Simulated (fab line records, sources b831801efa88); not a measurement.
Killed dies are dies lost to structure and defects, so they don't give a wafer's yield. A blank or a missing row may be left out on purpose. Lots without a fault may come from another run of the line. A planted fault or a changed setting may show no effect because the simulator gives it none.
Which tool did it? | flow gf180mcu | 11 lots, 33 wafers sampled, at 5 steps of a route of 602

WHAT THE GAUGES READ, wafer by wafer
GF_M2_THK_MEAS_06: measures by xrf.
lot  | measured     | on            | M2_ALCU_THK (nm)
L485 | day 17 18:40 | film_metro-01 | 444 448 446
L489 | day 20 04:03 | film_metro-02 | 441 445 438
L495 | day 22 09:01 | film_metro-03 | 451 447 440
L496 | day 22 14:44 | film_metro-02 | 433 433 435
L497 | day 22 16:16 | film_metro-02 | 453 451 441
L501 | day 24 05:49 | film_metro-02 | 431 437 443
L502 | day 24 10:29 | film_metro-02 | 448 446 435
L505 | day 25 10:35 | film_metro-02 | 459 456 448
L506 | day 25 14:54 | film_metro-03 | 445 434 433
L507 | day 25 22:13 | film_metro-02 | 439 439 449
L508 | day 26 07:23 | film_metro-03 | 467 458 454

GF_V2_RS_MEAS_24: measures by four-point-probe.
lot  | measured     | on            | V2_W_RS (ohm/sq)
L485 | day 19 19:41 | film_metro-03 | 0.325 0.326 0.331
L489 | day 22 04:26 | film_metro-01 | 0.326 0.324 0.329
L495 | day 24 08:22 | film_metro-01 | 0.323 0.321 0.322
L496 | day 24 14:22 | film_metro-03 | 0.325 0.321 0.326
L497 | day 24 15:21 | film_metro-04 | 0.322 0.320 0.322
L501 | day 26 03:38 | film_metro-01 | 0.319 0.325 0.321
L502 | day 26 07:24 | film_metro-04 | 0.330 0.332 0.323
L505 | day 27 05:27 | film_metro-03 | 0.331 0.331 0.330
L506 | day 27 10:04 | film_metro-04 | 0.345 0.325 0.326
L507 | day 27 16:46 | film_metro-03 | 0.327 0.346 0.328
L508 | day 28 01:19 | film_metro-03 | 0.326 0.325 0.325

GF_V2_THK_MEAS_25: measures by xrf.
lot  | measured     | on            | V2_W_THK (nm)
L485 | day 19 19:47 | film_metro-03 | 359 360 355
L489 | day 22 04:33 | film_metro-01 | 358 359 353
L495 | day 24 08:29 | film_metro-01 | 363 366 362
L496 | day 24 14:29 | film_metro-03 | 360 365 359
L497 | day 24 15:28 | film_metro-04 | 360 366 362
L501 | day 26 03:45 | film_metro-01 | 364 355 362
L502 | day 26 07:31 | film_metro-04 | 347 348 357
L505 | day 27 05:34 | film_metro-03 | 355 357 356
L506 | day 27 10:11 | film_metro-04 | 334 355 354
L507 | day 27 16:53 | film_metro-03 | 362 343 361
L508 | day 28 01:26 | film_metro-03 | 363 364 363

WHICH TOOL RAN EACH LOT (tool, then ch and the chambers of the sampled wafers, then the start)
lot  | GF_V2_ETCH_16                      | GF_V2_CVD_23
L485 | rie_diel-01 ch 0,1,3, day 19 18:47 | cvd_w-02 ch 0,1, day 19 19:33
L489 | rie_diel-03 ch 1,2,3, day 22 03:34 | cvd_w-02 ch 0,1, day 22 04:19
L495 | rie_diel-04 ch 0,3, day 24 07:29   | cvd_w-01 ch 0,1, day 24 08:14
L496 | rie_diel-01 ch 0,1,2, day 24 13:29 | cvd_w-01 ch 0,1, day 24 14:16
L497 | rie_diel-03 ch 0,2,3, day 24 14:28 | cvd_w-01 ch 1, day 24 15:13
L501 | rie_diel-03 ch 0,1,2, day 26 02:46 | cvd_w-01 ch 0,1, day 26 03:31
L502 | rie_diel-04 ch 0,2,3, day 26 06:31 | cvd_w-01 ch 0,1, day 26 07:16
L505 | rie_diel-03 ch 0,1,3, day 27 04:34 | cvd_w-01 ch 0,1, day 27 05:19
L506 | rie_diel-03 ch 1,2,3, day 27 09:11 | cvd_w-01 ch 0,1, day 27 09:56
L507 | rie_diel-04 ch 2,3, day 27 15:53   | cvd_w-01 ch 0,1, day 27 16:38
L508 | rie_diel-03 ch 1,2, day 28 00:26   | cvd_w-02 ch 0,1, day 28 01:12
- GF_V2_ETCH_16: etches BARC in N2/H2.
- GF_V2_CVD_23: deposits W, target thk 350 nm, time 104.94 s.

WHAT THE TOOLS THEMSELVES READ (means of the sampled wafers that have a number; where no wafer has one, the mark that the record gives instead)
GF_V2_ETCH_16.
lot  | tool        | drypump_motor_current_A (A) | oes_product_au (a.u.) | throttle_valve_pct (%)
L485 | rie_diel-01 | 5.8                         | 0.852                 | 13.223
L489 | rie_diel-03 | 5.7                         | 0.856                 | 13.224
L495 | rie_diel-04 | 5.7                         | 0.854                 | 13.231
L496 | rie_diel-01 | 5.8                         | 0.852                 | 13.222
L497 | rie_diel-03 | 5.9                         | 0.855                 | 13.224
L501 | rie_diel-03 | 5.9                         | 0.854                 | 13.230
L502 | rie_diel-04 | 5.8                         | 0.854                 | 13.221
L505 | rie_diel-03 | 5.6                         | 0.851                 | 13.223
L506 | rie_diel-03 | 5.7                         | 0.859                 | 13.220
L507 | rie_diel-04 | 5.9                         | 0.856                 | 13.232
L508 | rie_diel-03 | 6.0                         | 0.856                 | 13.228

GF_V2_CVD_23.
lot  | tool     | heater_power_w (W) | susceptor_temp_C (C)
L485 | cvd_w-02 | 808                | 400.03
L489 | cvd_w-02 | 794                | 399.80
L495 | cvd_w-01 | 795                | 400.32
L496 | cvd_w-01 | 776                | 399.97
L497 | cvd_w-01 | 766                | 400.27
L501 | cvd_w-01 | 784                | 400.22
L502 | cvd_w-01 | 795                | 400.07
L505 | cvd_w-01 | 792                | 400.35
L506 | cvd_w-01 | 775                | 399.06
L507 | cvd_w-01 | 775                | 398.87
L508 | cvd_w-02 | 823                | 400.20

THE ANSWER, worked out from the rows above alone
Rule: what is usual is taken from the lots themselves. Put in order of their means at a reading, lots are off if they are a third of the lots or fewer, leave a main group of 4 or more, and stand apart from it by a gap of 3 or more times the standard deviation of the main group's means; of several such gaps the widest counts. A main group whose means are all the same, to the digits that the tables above print for the reading, isn't used. A lot without any number at a reading at which 4 lots or more have one is off too. The other lots that the step has rows for count as sound. The gauges are gone through in route order, then the tools' own readings, and for those a lot's mean is taken as printed above. The first step at which some lot is off is used, and at that step the reading that is off furthest; a lot without a number counts as furthest.
Off: L506, L507, at GF_V2_CVD_23 (susceptor_temp_C). The main group: mean 400.14 C, standard deviation 0.17.
A tool fits if, at that step or a process step before it, it ran every lot that is off, and no sound lot after the first of them. One fits: cvd_w-01 at GF_V2_CVD_23. Its last sound lot is L505 (day 27 05:19), its first lot that is off L506 (day 27 09:56): a fault that began between those two fits.
The tool's own readings at GF_V2_CVD_23 bear it out: on the lots that are off they differ by more than 5 times the standard deviation of the sound lots' means. susceptor_temp_C reads 398.97 C there against 400.14 C on the sound lots.

WHAT THE SIMULATOR HAD PUT IN
Process parameter drift: cvd_w-01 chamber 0, from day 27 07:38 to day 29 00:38, at GF_V2_CVD_23. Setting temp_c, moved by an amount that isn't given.
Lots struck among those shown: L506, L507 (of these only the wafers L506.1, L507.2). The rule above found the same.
